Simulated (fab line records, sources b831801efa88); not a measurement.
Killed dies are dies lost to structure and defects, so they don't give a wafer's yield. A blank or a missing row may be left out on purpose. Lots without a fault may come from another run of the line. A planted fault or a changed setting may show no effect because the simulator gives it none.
A struck lot beside a sound one | flow sky130 | 18 steps out of a route of 708
Sound: wafers L939.1, L939.3, L939.6. Struck: wafers L941.4, L941.5. (L941.2 of the same lot was not struck and is left out.) The cause comes at the end.
At each step with rows: each side's tool, then ch and its chambers, then its first start. Under that, the readings that differ: sound wafers | struck wafers | difference of the means | sigmas: that difference in standard deviations of wafers without a fault.
alike: readings whose means differ by less than 2 such deviations, and words and numbers that are the same on both sides. not compared: withheld readings, readings that some wafer has no value for, bounds like >300 that may hide the same value, and numbers for which the record gives no deviation and whose values overlap.
The two part at a step that has a row with sigmas, a row that says differs or no value, or rows on one side only. Numbers that don't overlap but have no deviation are shown without sigmas and don't part them. A reading that every wafer of one side lacks parts them only if that side has two wafers or more.

first, 3 steps without rows for these wafers: SKY_POLY_CUT_EXPOSE_05 (exposes mask NPCM, target cd 270 nm); SKY_POLY_CUT_PEB_06; SKY_POLY_CUT_DEVELOP_07 (develop time 60 s).
SKY_POLY_CUT_CD_MEAS_08: target cd 270 nm.
  sound on cd_sem-01, day 26 00:51; struck on cd_sem-02, day 27 10:55
  reading    | sound             | struck      | difference | sigmas
  cd_nm (nm) | 272.5 272.8 271.7 | 267.7 268.8 | -4.1       | -3
SKY_POLY_CUT_OVL_MEAS_09:
  sound on overlay-01, day 26 00:58; struck on overlay-02, day 27 11:02
  reading           | sound       | struck | difference | sigmas
  POLY_CUT_OVL (nm) | -12 -13 -12 | 3 5    | +16        | +3
SKY_POLY_CUT_ETCH_10: etches BARC in N2/H2, stops on SiO2, time 45.9 s, target depth 60 nm.
  sound on rie_diel-03 ch 2,3, day 26 01:01; struck on rie_diel-04 ch 0, day 27 11:04
  reading                     | sound       | struck  | difference | sigmas
  drypump_motor_current_A (A) | 6.3 6.3 6.3 | 5.6 5.6 | -0.7       | -2
  alike: bias_w, chamber_pressure_mTorr, h2_flow_sccm, oes_product_au, throttle_valve_pct
  not compared: rf_hours_counter_h
SKY_POLY_CUT_ETCH_11: etches Si3N4 in CF4/CH2F2/Ar, stops on poly-Si, time 42.5 s, target depth 60 nm.
  sound on rie_diel-03 ch 2,3, day 26 01:03; struck on rie_diel-04 ch 0, day 27 11:06
  reading                     | sound             | struck      | difference | sigmas
  drypump_motor_current_A (A) | 6.4 6.3 6.3       | 5.6 5.6     | -0.7       | -2
  oes_product_au (a.u.)       | 0.840 0.832 0.827 | 0.824 0.816 | -0.013     | -2
  alike: bias_w, chamber_pressure_mTorr, throttle_valve_pct
  not compared: rf_hours_counter_h
SKY_POLY_CUT_STRIP_12: strips in O2/N2.
  sound on plasma_asher-04 ch 0,1, day 26 01:05; struck on plasma_asher-04 ch 1, day 27 11:08
  alike: chamber_pressure_mTorr, drypump_motor_current_A, oes_product_au, strip_time_to_endpoint_s
  not compared: rf_hours_counter_h
then, 4 steps without rows for these wafers: SKY_SD_P_DEHYDRATE_00 (time 60 s); SKY_SD_P_HMDS_01 (prime time 60 s); SKY_SD_P_COAT_02 (resist thk 1140 nm); SKY_SD_P_SOFTBAKE_03 (time 60 s).
SKY_SD_P_EXPOSE_04: exposes mask PSDM, target cd 380 nm.
  sound on iline_stepper-02 ch 0, day 26 15:49; struck on iline_stepper-02 ch 0, day 28 01:16
  alike: mask, focus_offset_nm
then, 2 steps without rows for these wafers: SKY_SD_P_PEB_05; SKY_SD_P_DEVELOP_06 (develop time 60 s).
SKY_SD_P_CD_MEAS_07: target cd 380 nm.
  sound on cd_sem-01, day 27 05:59; struck on cd_sem-02, day 28 14:56
  reading    | sound       | struck  | difference | sigmas
  cd_nm (nm) | 378 383 380 | 348 348 | -32        | -10
SKY_SD_P_OVL_MEAS_08:
  sound on overlay-02, day 27 06:06; struck on overlay-01, day 28 15:02
  alike: SD_P_OVL
-- the record jumps here: 19 days lie between the struck wafers' starts before and after (it left off in module SD_P and takes up again in module PAD_OPEN, whose first step shown is number 708 of the route) --
SKY_PAD_OPEN_PROBE_99:
  sound on prober-01, day 46 19:29; struck on prober-02, day 47 16:47
  alike: killed_at_M0_to_M3, killed_at_M4_up, killed_at_contacts, killed_at_front_end, killed_at_other, killed_dies, killed_open, killed_short

WHERE THEY PART
First at SKY_POLY_CUT_CD_MEAS_08; last, within this record, at SKY_SD_P_CD_MEAS_07. Later steps at which nothing parts them and some readings are alike: SKY_SD_P_OVL_MEAS_08, SKY_PAD_OPEN_PROBE_99.

WHY: what the simulator had put in
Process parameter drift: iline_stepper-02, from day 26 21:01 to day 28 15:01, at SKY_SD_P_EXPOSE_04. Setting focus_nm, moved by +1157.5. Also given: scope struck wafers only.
